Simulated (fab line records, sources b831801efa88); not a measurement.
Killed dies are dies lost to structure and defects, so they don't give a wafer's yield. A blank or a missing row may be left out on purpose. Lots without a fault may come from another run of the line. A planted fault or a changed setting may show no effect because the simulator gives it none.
A struck lot beside a sound one | flow sky130 | 16 steps out of a route of 708
Sound: wafers L495.3, L495.4, L495.5. Struck: wafers L498.3, L498.4, L498.6. The cause comes at the end.
At each step with rows: each side's tool, then ch and its chambers, then its first start. Under that, the readings that differ: sound wafers | struck wafers | difference of the means | sigmas: that difference in standard deviations of wafers without a fault.
alike: readings whose means differ by less than 2 such deviations, and words and numbers that are the same on both sides. not compared: withheld readings, readings that some wafer has no value for, bounds like >300 that may hide the same value, and numbers for which the record gives no deviation and whose values overlap.
The two part at a step that has a row with sigmas, a row that says differs or no value, or rows on one side only. Numbers that don't overlap but have no deviation are shown without sigmas and don't part them. A reading that every wafer of one side lacks parts them only if that side has two wafers or more.

first, 5 steps without rows for these wafers: SKY_POLY_GATE_COAT_08 (resist thk 450 nm); SKY_POLY_GATE_SOFTBAKE_09 (time 90 s); SKY_POLY_GATE_EXPOSE_10 (exposes mask P1M, target cd 150 nm); SKY_POLY_GATE_PEB_11; SKY_POLY_GATE_DEVELOP_12 (develop time 60 s).
SKY_POLY_GATE_CD_MEAS_13: target cd 150 nm.
  sound on cd_sem-01, day 20 06:56; struck on cd_sem-01, day 21 13:13
  alike: cd_nm
SKY_POLY_GATE_OVL_MEAS_14:
  sound on overlay-02, day 20 07:02; struck on overlay-01, day 21 13:19
  alike: POLY_GATE_OVL
SKY_POLY_GATE_ETCH_15: etches BARC in N2/H2, stops on SiO2, time 118.5 s, target depth 110 nm.
  sound on rie_diel-04 ch 2,3, day 20 07:03; struck on rie_diel-02 ch 0,2, day 21 13:20
  alike: drypump_motor_current_A, n2_flow_sccm, oes_product_au, throttle_valve_pct
  not compared: rf_hours_counter_h
SKY_POLY_GATE_ETCH_16: etches Si3N4 in CH3F/O2, stops on poly-Si, time 147.5 s, target depth 75 nm.
  sound on rie_diel-04 ch 2,3, day 20 07:08; struck on rie_diel-02 ch 0,2, day 21 13:25
  reading                | sound                | struck               | difference | sigmas
  throttle_valve_pct (%) | 10.544 10.549 10.539 | 10.518 10.525 10.524 | -0.022     | -2
  alike: drypump_motor_current_A, oes_product_au
  not compared: rf_hours_counter_h
SKY_POLY_GATE_ETCH_17: etches poly-Si in HBr/Cl2, stops on SiO2, target depth 180 nm, time 70.5 s.
  sound on rie_si-02 ch 1,3, day 20 07:14; struck on rie_si-02 ch 0,2,3, day 21 13:31
  alike: drypump_motor_current_A, oes_product_au, throttle_valve_pct
  not compared: rf_hours_counter_h
SKY_POLY_GATE_STRIP_18: strips in O2/N2.
  sound on plasma_asher-04 ch 0,1, day 20 07:19; struck on plasma_asher-02 ch 0,1, day 21 13:36
  alike: drypump_motor_current_A, n2_flow_sccm, oes_product_au, strip_time_to_endpoint_s
  not compared: rf_hours_counter_h
then, 1 step without rows for these wafers: SKY_POLY_GATE_CLEAN_19 (cleans in SC1/SC2, time 150 s).
SKY_POLY_GATE_OXIDATION_20: stabilise 600 s, purge 300 s, target thk 4 nm.
  sound on furnace-02 ch 0, day 20 08:19; struck on furnace-02 ch 0, day 21 13:43
  reading                                          | sound                | struck               | difference | sigmas
  spike_tc_bottom_C (C)                            | 874.4 872.6 874.3    | 841.4 841.3 840.7    | -32.6      | -17
  spike_tc_centre_C (C)                            | 852.8 850.1 850.2    | 820.6 819.8 820.2    | -30.8      | -28
  spike_tc_lower_C (C)                             | 850.1 849.4 850.7    | 818.6 818.2 819.3    | -31.4      | -29
  spike_tc_top_C (C)                               | 863.9 861.8 861.6    | 832.1 831.7 832.4    | -30.4      | -19
  spike_tc_upper_C (C)                             | 848.9 849.6 849.6    | 817.0 819.3 817.0    | -31.6      | -32
  tube_center_temp_C (C)                           | 849.86 850.13 850.04 | 818.86 818.71 818.86 | -31.20     | -99 or more
  tube_center_temp_C_max                           | 852.7 852.8 852.2    | 820.7 821.2 821.0    | -31.6      | -85
  zone_power_centre_pct (%)                        | 15.4 15.9 15.7       | 14.9 14.6 14.6       | -1.0       | -3
  zone_power_top_pct (%)                           | 28.5 28.9 29.3       | 27.1 27.2 27.7       | -1.6       | -4
  model.SiO2_of_POLY_GATE_OXIDATION_20.thk_nm (nm) | 4.17 4.18 4.174      | 2.668 2.652 2.664    | -1.513     |
SKY_POLY_GATE_THK_MEAS_21:
  sound on film_metro-03, day 20 09:35; struck on film_metro-03, day 21 14:59
  reading                      | sound          | struck         | difference | sigmas
  POLY_GATE_OXIDATION_THK (nm) | 4.16 4.22 4.24 | 2.68 2.70 2.69 | -1.52      | -17
SKY_POLY_GATE_CD_MEAS_22:
  sound on cd_sem-02, day 20 09:40; struck on cd_sem-01, day 21 15:05
  alike: cd_nm
-- the record jumps here: 27 days lie between the struck wafers' starts before and after (it left off in module POLY_GATE and takes up again in module PAD_OPEN, whose first step shown is number 708 of the route) --
SKY_PAD_OPEN_PROBE_99:
  sound on prober-01, day 48 09:36; struck on prober-02, day 49 01:55
  reading                           | sound             | struck            | difference | sigmas
  model.etest.tip_sonos.rs_ohm_sq   | 2740 2729 2731    | 2524 2552 2567    | -186       |
  model.etest.tip_p.rs_ohm_sq       | 6880 6853 6893    | 6709 6760 6707    | -150       |
  model.etest.res_pdiff.line_ohm_um | 1409 1364 1374    | 1329 1332 1339    | -49        |
  model.etest.tip_n.rs_ohm_sq       | 443.6 448 443.6   | 422.8 426.1 426.7 | -19.9      |
  model.etest.res_pdiff.rs_ohm_sq   | 199 196.5 200.1   | 191.4 191.5 191.6 | -7.0       |
  model.etest.res_ndiff.rs_ohm_sq   | 121.6 122.2 122.4 | 115.1 115.7 115.4 | -6.7       |
  alike: killed_at_M0_to_M3, killed_at_M4_up, killed_at_contacts, killed_at_front_end, killed_at_other, killed_dies, killed_on_rim, killed_open, killed_short
  not compared: model.etest.res_ndiff.line_ohm_um, model.etest.res_pdiff_hv.rs_ohm_sq

WHERE THEY PART
First at SKY_POLY_GATE_ETCH_16; last, within this record, at SKY_POLY_GATE_THK_MEAS_21. Later steps at which nothing parts them and some readings are alike: SKY_POLY_GATE_CD_MEAS_22, SKY_PAD_OPEN_PROBE_99.

WHY: what the simulator had put in
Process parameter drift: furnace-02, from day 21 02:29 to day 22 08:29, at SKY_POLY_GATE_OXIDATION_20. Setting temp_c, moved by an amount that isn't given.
